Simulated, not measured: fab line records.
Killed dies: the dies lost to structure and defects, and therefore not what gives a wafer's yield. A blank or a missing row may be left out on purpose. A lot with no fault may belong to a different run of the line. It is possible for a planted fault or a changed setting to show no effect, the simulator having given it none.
8D (eight disciplines) problem report, filled in by code / flow sky130 / the parts of the form that need people (team, actions taken, sign-off) are left out

== 1. WHAT WENT WRONG ==
VT_ADJUST_HVTR_TW at SKY_VT_ADJUST_HVTR_TW_MEAS_11 reads a mean of 165.7 on 9 wafers of 3 lots; wafers without a fault read 209.8 with a standard deviation of 1.5. Relative to the usual mean, that is a shift of -29 standard deviations.
First observed at day 11 11:33: wafer L410.1, on film-metro-04. The record has a number at this step for 45 wafers belonging to 15 lots. Rule for "out" (also "out of limits"): further than 4 standard deviations from the usual mean. All remaining wafers that have a number are taken as sound.

== 2. WHAT IT IS; WHAT IT IS NOT ==
question=which readings at this step | is=VT_ADJUST_HVTR_TW | is not=-
question=which lots | is=L410, L413, L414 | is not=L404, L405, L406, L407, L408, L409, L419, L423, L424, L425, L426, L427
question=which wafers of those lots | is=all that have a number | is not=-
question=read on which gauges | is=film-metro-01, film-metro-04 | is not=film-metro-03
question=when | is=from day 11 11:33 | is not=up to then (18 sound wafers); but 18 sound wafers of L419, L423, L424, L425, L426, L427 came after

== 3. WHAT RULES OUT EACH SUSPECT ==
Counting: a tool at any process step up to the reading remains a suspect when it ran all the lots that are out and ran no sound lot after the first of those.
- the gauge at SKY_VT_ADJUST_HVTR_TW_MEAS_11: ruled out. Those wafers that are out were read across 2 gauges (film-metro-01, film-metro-04).
- implanter-02 at SKY_VT_ADJUST_HVTR_IMPLANT_09: ruled out as a lasting fault. Following L410 (day 11 11:18), the first lot on it that is out, the sound lots L423, L426, L427 were run on it.
Left after counting: nothing in the record.

== 4. THE CAUSE (what the simulator had put in) ==
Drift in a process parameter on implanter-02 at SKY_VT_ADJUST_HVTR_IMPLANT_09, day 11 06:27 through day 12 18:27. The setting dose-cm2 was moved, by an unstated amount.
Counting ruled it out, wrongly: the rule takes a fault to strike every lot that its tool runs from its start on, and this one did not.

== 5. THE EFFECT CHAIN, in route order ==
One row per reading whose mean, taken over the struck wafers that have a number, lies over 3 standard deviations from the usual. Readings are gone through only where the record gives a usual standard deviation; hours: the median, over the lots, of the time from a lot's start at the first step in this table giving one to that lot's start at this step; sigmas: the change measured in usual standard deviations.
hours=0; step=SKY_VT_ADJUST_HVTR_IMPLANT_09; reading=dose-ions-cm2; usual=2.1001e+12; on struck wafers=8.9434e+11; change=-1.2058e+12; sigmas=-99 or more
hours=0; step=SKY_VT_ADJUST_HVTR_IMPLANT_09; reading=faraday-current-uA; usual=11.76; on struck wafers=5.02; change=-6.74; sigmas=-29
hours=0; step=SKY_VT_ADJUST_HVTR_TW_MEAS_11; reading=VT_ADJUST_HVTR_TW; usual=209.8; on struck wafers=165.7; change=-44.1; sigmas=-29
Here are the process steps it includes:
- SKY_VT_ADJUST_HVTR_IMPLANT_09

== 6. HOW IT WOULD HAVE BEEN CAUGHT EARLIER ==
The first out-of-limits reading at a measuring or inspecting step in this record came at day 11 11:33, 5 hours after the fault's start at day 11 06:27.
The tool's own readings at SKY_VT_ADJUST_HVTR_IMPLANT_09 were out on every struck wafer that the step has a row for (dose-ions-cm2, faraday-current-uA): an alarm limit on them would have fired on the first of those.
